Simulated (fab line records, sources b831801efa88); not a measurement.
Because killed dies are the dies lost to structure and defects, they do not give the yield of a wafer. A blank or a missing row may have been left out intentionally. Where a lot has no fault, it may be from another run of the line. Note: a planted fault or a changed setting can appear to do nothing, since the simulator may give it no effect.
2 desks, one fault || flow sky130 || each desk has only its own numbers; what lay behind them comes last

THE TOOL OWNER'S DESK: pvdSputter-02
At SKY_METAL5_SPUTTER_04 (material TiN, target thk 70 nm, time 58.3 s) the tool's own readings: per lot run on this tool, the mean of the sampled wafers that have a number. If a lot's mean is further than 4 standard deviations from the usual mean, the lot is out of limits and carries the mark OUT (the distance appears in the brackets).
Columns: A = cathodeDcPowerW at SKY_METAL5_SPUTTER_04, usual 6500.1 W; B = chamberPressurePa at SKY_METAL5_SPUTTER_04, usual 0.4001 Pa; C = throttleValvePct at SKY_METAL5_SPUTTER_04, usual 29.8 %
{"lot": "L431", "first seen here": "day 42 14:39", "A": 6500.1, "B": 0.3996, "C": 30.0}
{"lot": "L442", "first seen here": "day 45 19:05", "A": 6499.8, "B": 0.3999, "C": 30.0}
{"lot": "L444", "first seen here": "day 46 07:43", "A": 6500.4, "B": 0.4007, "C": 31.7}
Finding of this desk: none of the 3 lots has anything out of limits.

AT THE METROLOGY DESK
What the gauges read, lot by lot, whatever tool the lot ran on: means of the sampled wafers that have a number. If a lot's mean is further than 4 standard deviations from the usual mean, the lot is out of limits and carries the mark OUT (the distance appears in the brackets).
Columns: A = cdNm at SKY_METAL4_CD_MEAS_13, usual 299.8 nm; B = VIA4_OVL at SKY_VIA4_OVL_MEAS_11, usual -0.1 nm; C = VIA4_W_THK at SKY_VIA4_THK_MEAS_20, usual 490 nm; D = METAL5_ALCU_RS at SKY_METAL5_RS_MEAS_05, usual 0.0270 ohm/sq; E = METAL5_ALCU_THK at SKY_METAL5_THK_MEAS_06, usual 1160 nm
{"lot": "L432", "first seen here": "day 41 07:50", "A": 299.5, "B": -0.5, "C": 496, "D": 0.0267, "E": 1170}
{"lot": "L431", "first seen here": "day 41 11:59", "A": 301.4, "B": 1.4, "C": 484, "D": 0.0274, "E": 1153}
{"lot": "L438", "first seen here": "day 43 16:17", "A": 298.5, "B": -1.7, "C": 495, "D": 0.0268, "E": 1158}
{"lot": "L440", "first seen here": "day 44 07:16", "A": 300.3, "B": -1.1, "C": 495, "D": 0.0273, "E": 1151}
{"lot": "L442", "first seen here": "day 44 18:31", "A": 300.0, "B": 0.9, "C": 498, "D": 0.0270, "E": 1165}
{"lot": "L444", "first seen here": "day 45 08:04", "A": 298.6, "B": -1.9, "C": 490, "D": 0.0270, "E": 1171}
{"lot": "L450", "first seen here": "day 47 07:31", "A": 298.0, "B": 0.6, "C": 497, "D": 0.0275, "E": "1335 (+10) OUT"}
{"lot": "L452", "first seen here": "day 47 12:47", "A": 299.5, "B": 0.5, "C": 500, "D": 0.0272, "E": "1346 (+11) OUT"}
{"lot": "L453", "first seen here": "day 47 13:55", "A": 298.8, "B": -2.9, "C": 492, "D": 0.0268, "E": 1159}
This desk reports L450, L452 out of limits; the earliest was L450 at day 48 08:20 (METAL5_ALCU_THK at SKY_METAL5_THK_MEAS_06). L432, L431, L438, L440, L442, L444, L453: within limits.

TAKEN TOGETHER
On L450, L452, the metrology desk was in a position to raise an alarm at day 48 08:20.
Nothing out of limits was seen by the tool owner's desk.
The tool owner's desk has no number on record for L450, L452.
On pvdSputter-02, each named lot ran SKY_METAL5_SPUTTER_04.

WHAT THE SIMULATOR HAD INSERTED
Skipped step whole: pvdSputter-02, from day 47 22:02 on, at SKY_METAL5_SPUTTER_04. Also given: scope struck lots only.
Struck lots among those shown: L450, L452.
Hours from the fault's start to each desk's first reading out of limits: the metrology desk, 10.
